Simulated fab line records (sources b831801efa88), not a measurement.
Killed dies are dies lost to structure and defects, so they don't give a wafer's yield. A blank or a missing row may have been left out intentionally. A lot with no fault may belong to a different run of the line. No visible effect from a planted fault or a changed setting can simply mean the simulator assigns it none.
One fault seen from 2 desks :: flow gf180mcu :: what lay behind the numbers comes last; until then each desk has only its own

FROM THE METROLOGY DESK
Means of the sampled wafers that have a number, per lot and without regard to the tool the lot ran on: this is what the gauges read. Any lot whose mean is over 4 standard deviations away from the usual mean is out of limits and marked OUT; that distance is given in the brackets.
Columns: A = cd_nm at GF_V4_CD_MEAS_14, usual 260.2 nm; B = cd_nm at GF_M5_CD_MEAS_07, usual 280.0 nm; C = V5_BOW at GF_V5_BOW_MEAS_05, usual 134 um
lot: L160
first seen here: day 24 12:11
A: 258.6
B: 279.2
C: 135

lot: L161
first seen here: day 24 21:23
A: 259.5
B: 279.7
C: 122

lot: L162
first seen here: day 25 07:53
A: 261.0
B: 280.1
C: 143

lot: L163
first seen here: day 25 12:59
A: 260.5
B: 278.6
C: 137

lot: L165
first seen here: day 26 05:05
A: 259.2
B: 279.6
C: 119

lot: L166
first seen here: day 26 13:49
A: 259.8
B: 279.9
C: 144

lot: L172
first seen here: day 28 09:17
A: 260.2
B: 269.6 (-10) OUT
C: 133

lot: L174
first seen here: day 29 01:11
A: 262.7
B: 270.8 (-9.2) OUT
C: 140

lot: L177
first seen here: day 30 07:25
A: 259.8
B: 279.1
C: 144

lot: L180
first seen here: day 30 23:04
A: 260.5
B: 279.2
C: 139

lot: L181
first seen here: day 31 01:15
A: 261.2
B: 279.0
C: 133

lot: L182
first seen here: day 31 15:16
A: 259.7
B: 280.1
C: 134
This desk's finding: out of limits on L172, L174; first on L172, day 30 02:05 (cd_nm at GF_M5_CD_MEAS_07). Within limits: L160, L161, L162, L163, L165, L166, L177, L180, L181, L182.

AT THE TOOL OWNER'S DESK: litho_track-04
The tool's own readings at GF_M5_PEB_05 (peb time 90 s): means of the sampled wafers that have a number, for each lot that ran on this tool. Any lot whose mean is over 4 standard deviations away from the usual mean is out of limits and marked OUT; that distance is given in the brackets.
Columns: A = heater_power_total_W at GF_M5_PEB_05, usual 85.71 W; B = plate_temp_C at GF_M5_PEB_05, usual 135.02 C
lot: L165
first seen here: day 28 00:19
A: 85.70
B: 135.04

lot: L166
first seen here: day 28 08:26
A: 85.70
B: 135.14

lot: L172
first seen here: day 30 01:44
A: 90.44 (+58) OUT
B: 140.61 (+37) OUT

lot: L174
first seen here: day 30 16:40
A: 90.47 (+58) OUT
B: 140.49 (+36) OUT
This desk's finding: out of limits on L172, L174; first on L172, day 30 01:44 (heater_power_total_W at GF_M5_PEB_05). Within limits: L165, L166.

ALL TOGETHER
At day 30 01:44, on L172, L174, the tool owner's desk was in a position to raise an alarm.
On L172, L174, the metrology desk was in a position to raise an alarm at day 30 02:05.
All the named lots went through GF_M5_PEB_05 on litho_track-04.

WHAT THE SIMULATOR PUT IN
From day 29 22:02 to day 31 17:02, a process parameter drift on litho_track-04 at GF_M5_PEB_05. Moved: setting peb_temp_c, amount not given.
Lots struck among those shown: L172, L174.
Time in hours from fault onset to the first out-of-limits reading at each desk: tool owner's desk 4, metrology desk 4.
